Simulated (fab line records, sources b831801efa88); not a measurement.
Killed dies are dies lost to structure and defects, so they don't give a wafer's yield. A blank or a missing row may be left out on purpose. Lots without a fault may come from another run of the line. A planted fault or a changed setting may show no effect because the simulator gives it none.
Chamber matching | flow sky130 | SKY_VIA2_CMP_24 on cmp-01: 3 sister chambers
The step polishes, stops on SiO2, t overpolish 20 s, target thk 0 nm. 6 wafers are shown with their chamber, then 6 later ones without.

WAFERS WITH THEIR CHAMBER
wafer  | chamber | motor_current_A (A) | time_to_endpoint_s (s)
L648.5 | 1       | 9.6                 | 112
L660.1 | 0       | 11.8                | 94
L660.3 | 1       | 9.1                 | 100
L660.4 | 3       | 10.7                | 97
L661.3 | 3       | 10.2                | 105
L661.4 | 0       | 11.2                | 97

WAFERS WITHOUT THEIR CHAMBER
wafer  | motor_current_A (A) | time_to_endpoint_s (s)
L661.6 | 10.6                | 101
L662.2 | 8.9                 | 98
L662.5 | 9.2                 | 97
L663.1 | 11.3                | 92
L663.3 | 10.6                | 100
L663.5 | 10.6                | 100

WHICH CHAMBER EACH WENT THROUGH
wafer  | from the rows above     | in truth
L661.6 | 3                       | 3
L662.2 | 1                       | 1
L662.5 | can't be placed: 1 or 3 | 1
L663.1 | can't be placed: 0 or 3 | 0
L663.3 | 3                       | 3
L663.5 | 3                       | 3
Placed correctly: 4 of 6. Can't be placed from these rows: 2 (the true chamber is among the candidates in 2). Placed wrongly: 0.
How it was worked out, from the rows above alone: a wafer's distance from a chamber is the root of the sum, over the readings, of the square of ((its reading less the chamber's mean) divided by the reading's scatter). The wafer belongs to the nearest chamber; if the next one is less than 2 further off, it can't be placed. A chamber's mean is the mean of its shown wafers. The scatter: the root of (the sum of the squares of (reading less its chamber's mean) over the shown wafers, divided by (wafers less chambers)).
